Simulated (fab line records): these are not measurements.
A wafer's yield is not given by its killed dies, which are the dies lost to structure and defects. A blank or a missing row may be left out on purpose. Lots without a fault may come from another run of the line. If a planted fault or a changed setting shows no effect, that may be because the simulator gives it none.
One fault seen from 2 desks	flow sky130	only its own numbers are on each desk; what lay behind them is given at the end

## AT THE METROLOGY DESK
Lot by lot, what the gauges showed, no matter which tool ran the lot: averages of those sampled wafers that carry a number. If a lot's mean is further than 4 standard deviations from the usual mean, the lot is out of limits and carries the mark OUT (the distance appears in the brackets).
Columns: A = METAL5_ALCU_RS at SKY_METAL5_RS_MEAS_05, usual 0.0271 ohm/sq; B = METAL5_ALCU_THK at SKY_METAL5_THK_MEAS_06, usual 1168 nm
lot	first seen here	A	B
L266	day 44 10:11	0.0269	1175
L269	day 45 17:08	0.0269	1182
L270	day 46 04:51	0.0271	1163
L277	day 47 13:59	0.0271	1166
L279	day 47 22:38	0.0272	1165
L282	day 48 12:51	0.0278	1132
This desk's finding: nothing out of limits on any of the 6 lots.

## AT THE TOOL OWNER'S DESK: plasma_asher-03
The tool's own readings at SKY_METAL5_STRIP_16 (strips in O2/N2): means of the sampled wafers that have a number, for each lot that ran on this tool. If a lot's mean is further than 4 standard deviations from the usual mean, the lot is out of limits and carries the mark OUT (the distance appears in the brackets).
Columns: A = chamber_pressure_mTorr at SKY_METAL5_STRIP_16, usual 1500.0 mTorr; B = drypump_motor_current_A at SKY_METAL5_STRIP_16, usual 5.8 A; C = oes_product_au at SKY_METAL5_STRIP_16, usual 0.710 a.u.; D = strip_time_to_endpoint_s at SKY_METAL5_STRIP_16, usual 13.11 s
lot	first seen here	A	B	C	D
L277	day 48 09:43	1499.2	5.7	0.711	13.19
This desk's finding: nothing out of limits on the one lot.

## ALL TOGETHER
The metrology desk saw nothing out of limits.
The desk of the tool owner found nothing out of limits.

## WHAT THE SIMULATOR HAD INSERTED
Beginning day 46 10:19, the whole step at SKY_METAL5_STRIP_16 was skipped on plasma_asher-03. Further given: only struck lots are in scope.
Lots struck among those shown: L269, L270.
